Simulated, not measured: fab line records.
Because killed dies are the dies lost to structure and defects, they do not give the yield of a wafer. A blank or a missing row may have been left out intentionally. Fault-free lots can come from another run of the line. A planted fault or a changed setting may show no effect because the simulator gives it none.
The tool behind it: which one?    flow gf180mcu    14 lots, 42 wafers sampled, at 5 steps of a route of 602

## WHAT THE GAUGES SHOWED, per wafer
GF_POLY_GATE_CD_MEAS_18.
lot   measured      on         cd nm (nm)
L948  day 9 09:14   cd sem-02  280.1 279.3 278.2
L949  day 9 19:20   cd sem-01  280.7 280.6 281.9
L950  day 10 00:18  cd sem-01  279.2 281.8 279.4
L951  day 10 08:20  cd sem-01  281.5 280.3 280.0
L952  day 10 14:20  cd sem-02  280.2 280.8 280.1
L953  day 10 19:53  cd sem-01  281.4 282.8 280.1
L955  day 11 09:19  cd sem-01  282.2 280.6 280.4
L957  day 11 23:23  cd sem-02  282.2 281.7 282.0
L960  day 12 20:16  cd sem-01  280.2 280.9 275.6
L961  day 13 07:26  cd sem-02  276.8 277.4 276.8
L968  day 15 08:46  cd sem-01  279.1 280.0 279.6
L969  day 15 10:01  cd sem-02  280.1 278.7 279.8
L970  day 15 18:19  cd sem-02  278.4 279.1 279.1
L971  day 16 10:13  cd sem-01  282.5 281.8 277.2

GF_NSD_OVL_MEAS_08.
lot   measured      on          NSD_OVL (nm)
L948  day 13 11:20  overlay-01  -1.3 2.0 2.2
L949  day 13 22:21  overlay-01  -0.2 0.0 -2.0
L950  day 14 03:11  overlay-01  1.5 -0.8 -1.1
L951  day 14 13:20  overlay-02  0.0 1.9 2.3
L952  day 14 20:56  overlay-01  0.4 -0.4 0.9
L953  day 15 01:47  overlay-02  -1.4 -1.8 -0.4
L955  day 15 19:17  overlay-01  -1.2 -0.6 -2.3
L957  day 16 11:48  overlay-02  0.9 -1.9 0.9
L960  day 17 11:26  overlay-01  -0.5 -1.0 -0.8
L961  day 17 23:39  overlay-02  0.4 -0.9 0.4
L968  day 20 08:17  overlay-02  -0.9 -1.5 -0.4
L969  day 20 10:10  overlay-01  1.8 -0.2 -0.6
L970  day 20 18:38  overlay-01  0.4 -0.5 -0.6
L971  day 21 13:23  overlay-01  0.2 -0.9 -1.1

GF_PSD_TW_MEAS_11.
lot   measured      on             PSD_TW
L948  day 14 08:41  film metro-04  3235 3230 3230
L949  day 14 19:17  film metro-03  3141 3156 3142
L950  day 15 01:10  film metro-04  3195 3200 3218
L951  day 15 11:20  film metro-04  3223 3210 3203
L952  day 15 19:05  film metro-04  3211 3213 3207
L953  day 16 00:17  film metro-01  3217 3190 3200
L955  day 16 18:43  film metro-03  3127 3149 3142
L957  day 17 10:50  film metro-03  3158 3139 3141
L960  day 18 11:26  film metro-03  30 30 30
L961  day 19 00:08  film metro-01  30 30 30
L968  day 21 08:57  film metro-04  3215 3204 3191
L969  day 21 10:48  film metro-04  3202 3196 3186
L970  day 21 19:13  film metro-04  3191 3190 3208
L971  day 22 13:23  film metro-01  3196 3204 3180

## WHAT TOOL EACH LOT RAN ON (gives the tool, then ch and the chambers of the sampled wafers, and finally the start)
lot   GF_NSD_STRIP_11                       GF_PSD_STRIP_10
L948  plasma asher-02 ch 0,1, day 13 11:40  plasma asher-03 ch 0,1, day 14 08:35
L949  plasma asher-04 ch 0,1, day 13 22:43  plasma asher-01 ch 0,1, day 14 19:11
L950  plasma asher-03 ch 1, day 14 03:31    plasma asher-04 ch 0,1, day 15 01:04
L951  plasma asher-03 ch 0,1, day 14 13:40  plasma asher-01 ch 0,1, day 15 11:14
L952  plasma asher-02 ch 0,1, day 14 21:17  plasma asher-04 ch 0, day 15 18:59
L953  plasma asher-03 ch 0,1, day 15 02:07  plasma asher-04 ch 0,1, day 16 00:11
L955  plasma asher-02 ch 0, day 15 19:38    plasma asher-03 ch 0, day 16 18:37
L957  plasma asher-03 ch 0,1, day 16 12:08  plasma asher-01 ch 0,1, day 17 10:43
L960  plasma asher-02 ch 0,1, day 17 11:46  plasma asher-03 ch 0,1, day 18 11:20
L961  plasma asher-02 ch 0,1, day 18 00:00  plasma asher-01 ch 0,1, day 19 00:03
L968  plasma asher-04 ch 0,1, day 20 08:38  plasma asher-01 ch 0,1, day 21 08:51
L969  plasma asher-02 ch 0,1, day 20 10:31  plasma asher-04 ch 0,1, day 21 10:42
L970  plasma asher-02 ch 0,1, day 20 18:58  plasma asher-04 ch 0,1, day 21 19:07
L971  plasma asher-04 ch 0,1, day 21 13:43  plasma asher-01 ch 0,1, day 22 13:16
- GF_NSD_STRIP_11: strips in O2/N2.
- GF_PSD_STRIP_10: strips in O2/N2.

## AS READ BY THE TOOLS THEMSELVES (means over the sampled wafers that have a number; for cases with no such wafer, the mark the record gives instead)
GF_NSD_STRIP_11.
lot   tool             chamber pressure mTorr (mTorr)  drypump motor current A (A)  heater power w (W)  oes product au (a.u.)  strip time to endpoint s (s)
L948  plasma asher-02  1500.0                          6.2                          323                 0.486                  23.04
L949  plasma asher-04  1500.5                          5.8                          324                 0.484                  22.95
L950  plasma asher-03  1500.2                          5.9                          294                 0.483                  22.97
L951  plasma asher-03  1499.1                          5.9                          287                 0.488                  22.97
L952  plasma asher-02  1499.0                          5.9                          317                 0.485                  22.96
L953  plasma asher-03  1500.1                          5.8                          291                 0.483                  22.94
L955  plasma asher-02  1499.1                          6.4                          332                 0.489                  22.91
L957  plasma asher-03  1500.1                          5.8                          289                 0.491                  22.96
L960  plasma asher-02  -                               -                            -                   -                      -
L961  plasma asher-02  -                               -                            -                   -                      -
L968  plasma asher-04  1500.1                          5.8                          324                 0.492                  23.00
L969  plasma asher-02  1499.2                          6.2                          323                 0.487                  22.96
L970  plasma asher-02  1500.6                          6.2                          327                 0.485                  22.94
L971  plasma asher-04  1500.0                          5.9                          327                 0.483                  23.00

GF_PSD_STRIP_10.
lot   tool             chamber pressure mTorr (mTorr)  drypump motor current A (A)  heater power w (W)  oes product au (a.u.)  strip time to endpoint s (s)
L948  plasma asher-03  1500.1                          5.84                         291                 0.589                  16.52
L949  plasma asher-01  1499.7                          5.84                         317                 0.595                  16.53
L950  plasma asher-04  1501.0                          5.69                         305                 0.593                  16.54
L951  plasma asher-01  1499.9                          5.99                         310                 0.592                  16.54
L952  plasma asher-04  1499.3                          6.11                         343                 0.592                  16.50
L953  plasma asher-04  1499.7                          5.68                         306                 0.595                  16.59
L955  plasma asher-03  1499.7                          5.74                         278                 0.590                  16.58
L957  plasma asher-01  1499.7                          5.97                         310                 0.593                  16.56
L960  plasma asher-03  1500.1                          5.83                         290                 0.657                  31.51
L961  plasma asher-01  1498.2                          6.00                         312                 0.659                  31.48
L968  plasma asher-01  1500.6                          5.97                         314                 0.598                  16.54
L969  plasma asher-04  1499.5                          5.85                         324                 0.594                  16.61
L970  plasma asher-04  1500.5                          5.69                         303                 0.589                  16.59
L971  plasma asher-01  1499.4                          5.99                         310                 0.591                  16.46

## THE ANSWER, worked out from the rows above alone
Rule: the usual values come from the lots themselves. The widest of any qualifying gaps counts: lots, ordered by their means at a reading, are off when they make up no more than a third of the lots, leave a main group of 4 or more, and stand apart from it by 3 or more times the standard deviation of that group's means. The tables above print the reading to a certain number of digits; a main group whose means all agree to those digits is not used. Also off: a lot with no number at a reading for which 4 or more lots have one. The other lots that the step has rows for count as sound. Order of review: gauges by route order, followed by the tools' own readings, for which a lot's mean as printed above is used. At the first step where some lot is off, the reading lying furthest off is the one used; lots without a number count as furthest.
Off: at GF_PSD_TW_MEAS_11 (PSD_TW), L960, L961. Main group: mean 3190, sd 28.
If a tool, at a process step before that reading, ran all the lots that are off and no sound lot after the first of them, it fits. Not tried: the gauges at GF_PSD_TW_MEAS_11; whatever is off there is also off at GF_NSD_STRIP_11, on other tools, and gauge error can't account for it. Not one of the candidates tried fits.

## WHAT THE SIMULATOR HAD PUT IN
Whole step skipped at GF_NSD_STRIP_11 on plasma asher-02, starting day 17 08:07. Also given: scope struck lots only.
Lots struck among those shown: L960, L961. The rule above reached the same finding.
